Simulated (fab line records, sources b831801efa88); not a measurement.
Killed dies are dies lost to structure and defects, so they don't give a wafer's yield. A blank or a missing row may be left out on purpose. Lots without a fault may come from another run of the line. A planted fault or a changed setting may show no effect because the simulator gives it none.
Split-lot experiment | flow gf180mcu | 5 lots, 23 wafers read, on a route of 602 steps

THE SPLIT
At GF_PASSIVATION_ETCH_11 (etches the open film in CF4/O2, stops on TiN, target depth 1800 nm, time 400 s), the setting source_w was moved away from the recipe's 800 W on 7 of the 23 wafers read, by -10.0% to +6.0%. The other wafers ran this setting at the recipe's value.

The reading is taken at the split's own step.

THE READING
coat_of_PASSIVATION_COAT_06.thk_nm (the simulator's own value, which no gauge read), in nm, at GF_PASSIVATION_ETCH_11 (etches the open film in CF4/O2, stops on TiN, target depth 1800 nm, time 400 s). The file gives no usual value for it. The 16 wafers here that ran the recipe average 2792 nm, standard deviation 22 nm.

wafer  | tool, chamber at the split | source_w as run, W | against the recipe | coat_of_PASSIVATION_COAT_06.thk_nm, nm | against lot-mates on the recipe
L077.4 | rie_diel-01, 0             | 800                | recipe             | 2779                                   | -
L077.5 | rie_diel-01, 2             | 800                | recipe             | 2812                                   | -
L077.6 | rie_diel-01, 3             | 800                | recipe             | 2788                                   | -
L081.1 | rie_diel-03, 2             | 800                | recipe             | 2778                                   | -
L081.2 | rie_diel-03, 0             | 719.8              | -10.0%             | 2892                                   | +100
L081.3 | rie_diel-03, 3             | 719.8              | -10.0%             | 2928                                   | +136
L081.5 | rie_diel-03, 2             | 800                | recipe             | 2771                                   | -
L081.6 | rie_diel-03, 3             | 800                | recipe             | 2827                                   | -
L080.1 | rie_diel-04, 2             | 847.7              | +6.0%              | 2717                                   | -73
L080.2 | rie_diel-04, 3             | 800                | recipe             | 2799                                   | -
L080.3 | rie_diel-04, 0             | 847.7              | +6.0%              | 2708                                   | -82
L080.4 | rie_diel-04, 2             | 847.7              | +6.0%              | 2738                                   | -52
L080.6 | rie_diel-04, 0             | 800                | recipe             | 2781                                   | -
L083.1 | rie_diel-01, 0             | 800                | recipe             | 2752                                   | -
L083.2 | rie_diel-01, 1             | 752.1              | -6.0%              | 2837                                   | +72
L083.3 | rie_diel-01, 2             | 752.1              | -6.0%              | 2855                                   | +90
L083.4 | rie_diel-01, 3             | 800                | recipe             | 2768                                   | -
L083.5 | rie_diel-01, 3             | 800                | recipe             | 2776                                   | -
L084.1 | rie_diel-03, 2             | 800                | recipe             | 2790                                   | -
L084.2 | rie_diel-03, 1             | 800                | recipe             | 2804                                   | -
L084.3 | rie_diel-03, 3             | 800                | recipe             | 2829                                   | -
L084.4 | rie_diel-03, 0             | 800                | recipe             | 2803                                   | -
L084.5 | rie_diel-03, 3             | 800                | recipe             | 2821                                   | -

THE FIT
A straight line over all 23 wafers: coat_of_PASSIVATION_COAT_06.thk_nm changes by -11.3 nm for each +1% of source_w; r = -0.91; the points scatter about the line by 21 nm.
The same after taking each lot's own level away (the mean of its wafers on the recipe; 23 wafers): -12 nm for each +1%; r = -0.95; scatter 16 nm.
On that fit, the largest move of source_w shifts the reading by 1.2e+02 nm.
The lots' own levels span 2765.3 to 2809.4 nm, that is 2.0 times the standard deviation above.
So the lot-to-lot level changes the slope little: the two slopes agree.
Check: with one of the wafers moved furthest among these (-10.0%) left out of the fit, the line predicts +130 nm for it against its lot-mates. It came out at +100 nm against them.

OTHER SPLITS ON THESE WAFERS
These wafers also went through other splits before the reading. Each is held against what the fit with the lots' levels taken away leaves over:
other split on the same wafers         | wafers away from the commonest value | r with coat_of_PASSIVATION_COAT_06.thk_nm (lot level and that fit taken away)
GF_M5_PEB_05 peb_temp_c                | 11                                   | -0.17
GF_V5_SPUTTER_21 power_w               | 8                                    | -0.02
GF_TOP_METAL_DEVELOP_13 develop_time_s | 11                                   | -0.37

THE WHOLE CHAIN: every reading that the file lists as answering this split, in the file's order
step                    | what it does                                                                   | reading                                                                             | change (the file's fit)              | r (the file's)
GF_PASSIVATION_ETCH_11  | etches the open film in CF4/O2, stops on TiN, target depth 1800 nm, time 400 s | coat_of_PASSIVATION_COAT_06.thk_nm (the simulator's own value, which no gauge read) | -12.1 nm for each +1% of the setting | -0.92
GF_PASSIVATION_STRIP_12 | strips in O2/N2                                                                | strip_time_to_endpoint_s                                                            | withheld for each +1% of the setting | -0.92

THE FILE'S OWN FIT
coat_of_PASSIVATION_COAT_06.thk_nm changes by -12.1 nm for each +1% of source_w, r = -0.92.
